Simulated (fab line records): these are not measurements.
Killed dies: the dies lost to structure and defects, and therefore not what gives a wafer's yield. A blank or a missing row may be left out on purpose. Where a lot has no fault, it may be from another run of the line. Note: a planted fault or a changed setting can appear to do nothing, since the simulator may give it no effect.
Chamber matching    flow sky130    4 sister chambers for SKY_SPACER_ETCHBACK_02 on rieDiel-04
The step etches Si3N4 in CH3F/O2, stops on SiO2, time 46.7 s, target depth 45 nm. 22 wafers are shown with their chamber, then 11 later ones without.

== EACH WAFER AND ITS CHAMBER ==
wafer   chamber  drypumpMotorCurrentA (A)  throttleValvePct (%)  oesProductAu (a.u.)
L076.2  0        5.5                       10.576                0.850
L076.3  2        6.3                       10.564                0.859
L076.4  3        6.1                       10.572                0.849
L077.1  3        6.1                       10.554                0.860
L077.4  0        5.4                       10.569                0.863
L077.5  0        5.5                       10.554                0.861
L078.1  1        6.4                       10.561                0.860
L078.2  0        5.4                       10.560                0.844
L078.4  3        6.1                       10.571                0.850
L082.3  2        6.3                       10.555                0.857
L082.5  3        6.1                       10.555                0.861
L082.6  0        5.4                       10.549                0.858
L084.1  3        6.1                       10.561                0.859
L084.2  2        6.3                       10.561                0.850
L084.4  1        6.4                       10.574                0.858
L085.1  1        6.3                       10.573                0.857
L085.2  2        6.3                       10.560                0.861
L085.6  2        6.2                       10.590                0.857
L086.3  3        6.1                       10.561                0.853
L086.4  2        6.3                       10.566                0.857
L086.5  3        6.1                       10.550                0.847
L089.1  3        6.1                       10.556                0.852

SIGNATURES (averages over the wafers above)
reading               chamber 0  chamber 1  chamber 2  chamber 3  scatter within a chamber
drypumpMotorCurrentA  5.440      6.367      6.283      6.100      0.0387
throttleValvePct      10.56160   10.56933   10.56600   10.56000   0.00998
oesProductAu          0.85520    0.85833    0.85683    0.85387    0.00544
Rule: distance of a wafer from a chamber = root of the sum over the readings of ((wafer's reading minus chamber's mean) / reading's scatter) squared. The wafer belongs to the nearest chamber; if the next one is less than 2 further off, it can't be placed. The scatter: the root of (the sum of the squares of (reading less its chamber's mean) over the shown wafers, divided by (wafers less chambers)).

== WAFERS WITHOUT THEIR CHAMBER ==
wafer   drypumpMotorCurrentA (A)  throttleValvePct (%)  oesProductAu (a.u.)
L089.2  6.4                       10.572                0.855
L089.6  5.4                       10.555                0.855
L091.2  6.3                       10.556                0.852
L091.4  5.5                       10.562                0.861
L091.6  6.3                       10.570                0.839
L094.2  6.3                       10.558                0.845
L094.4  6.3                       10.555                0.851
L094.6  6.3                       10.565                0.853
L097.1  5.5                       10.571                0.845
L097.2  6.4                       10.574                0.858
L097.6  5.4                       10.570                0.864

== THE CHAMBER EACH PASSED THROUGH ==
wafer   from the rows above      in truth
L089.2  1                        1
L089.6  0                        0
L091.2  can't be placed: 2 or 1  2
L091.4  0                        0
L091.6  can't be placed: 2 or 1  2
L094.2  can't be placed: 2 or 1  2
L094.4  can't be placed: 2 or 1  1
L094.6  can't be placed: 2 or 1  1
L097.1  0                        0
L097.2  1                        1
L097.6  0                        0
6 of 11 placed correctly. Not placeable from these rows: 5 (in 5, the candidates include the true chamber). Wrongly placed: 0.
